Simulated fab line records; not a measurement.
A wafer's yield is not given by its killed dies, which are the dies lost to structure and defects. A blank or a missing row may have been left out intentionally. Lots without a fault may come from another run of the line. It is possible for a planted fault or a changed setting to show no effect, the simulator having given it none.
Matching of chambers + flow sky130 + 3 sister chambers for SKY_CAP2M_CVD_00 on pecvd-04
The step deposits SiO2, target thk 15.5 nm. 6 wafers are shown with their chamber, then 7 later ones without.

WAFERS WITH THEIR CHAMBER
| wafer  | chamber | heater power w (W) | heater power outer w (W) |
|--------|---------|--------------------|--------------------------|
| L080.4 | 1       | 771                | 414                      |
| L082.5 | 2       | 613                | 342                      |
| L088.4 | 2       | 686                | 407                      |
| L088.6 | 1       | 775                | 441                      |
| L090.3 | 0       | 601                | 332                      |
| L090.4 | 0       | 615                | 346                      |

WAFERS WHOSE CHAMBER IS MISSING
| wafer  | heater power w (W) | heater power outer w (W) |
|--------|--------------------|--------------------------|
| L090.5 | 636                | 357                      |
| L095.1 | 677                | 397                      |
| L095.5 | 692                | 393                      |
| L095.6 | 749                | 418                      |
| L097.2 | 665                | 397                      |
| L097.4 | 807                | 445                      |
| L097.5 | 689                | 402                      |

CHAMBER TAKEN BY EACH
| wafer  | from the rows above          | in truth |
|--------|------------------------------|----------|
| L090.5 | can't be placed: 2 or 0      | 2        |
| L095.1 | can't be placed: 2 or 0      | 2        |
| L095.5 | can't be placed: 2 or 1 or 0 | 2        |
| L095.6 | 1                            | 1        |
| L097.2 | can't be placed: 2 or 0      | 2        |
| L097.4 | 1                            | 1        |
| L097.5 | can't be placed: 2 or 1 or 0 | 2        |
Correctly placed: 2 of 7. Can't be placed from these rows: 5 (the true chamber is among the candidates in 5). Wrongly placed: 0.
How it was worked out, from the rows above alone: a wafer's distance from a chamber is the root of the sum, over the readings, of the square of ((its reading less the chamber's mean) divided by the reading's scatter). If the next closest chamber is less than 2 further off than the closest, the wafer can't be placed; otherwise it belongs to the closest. The mean given for a chamber averages the wafers shown for that chamber. The scatter is the square root of a quotient: the sum, over the shown wafers, of each reading's squared deviation from its chamber's mean, divided by wafers minus chambers.
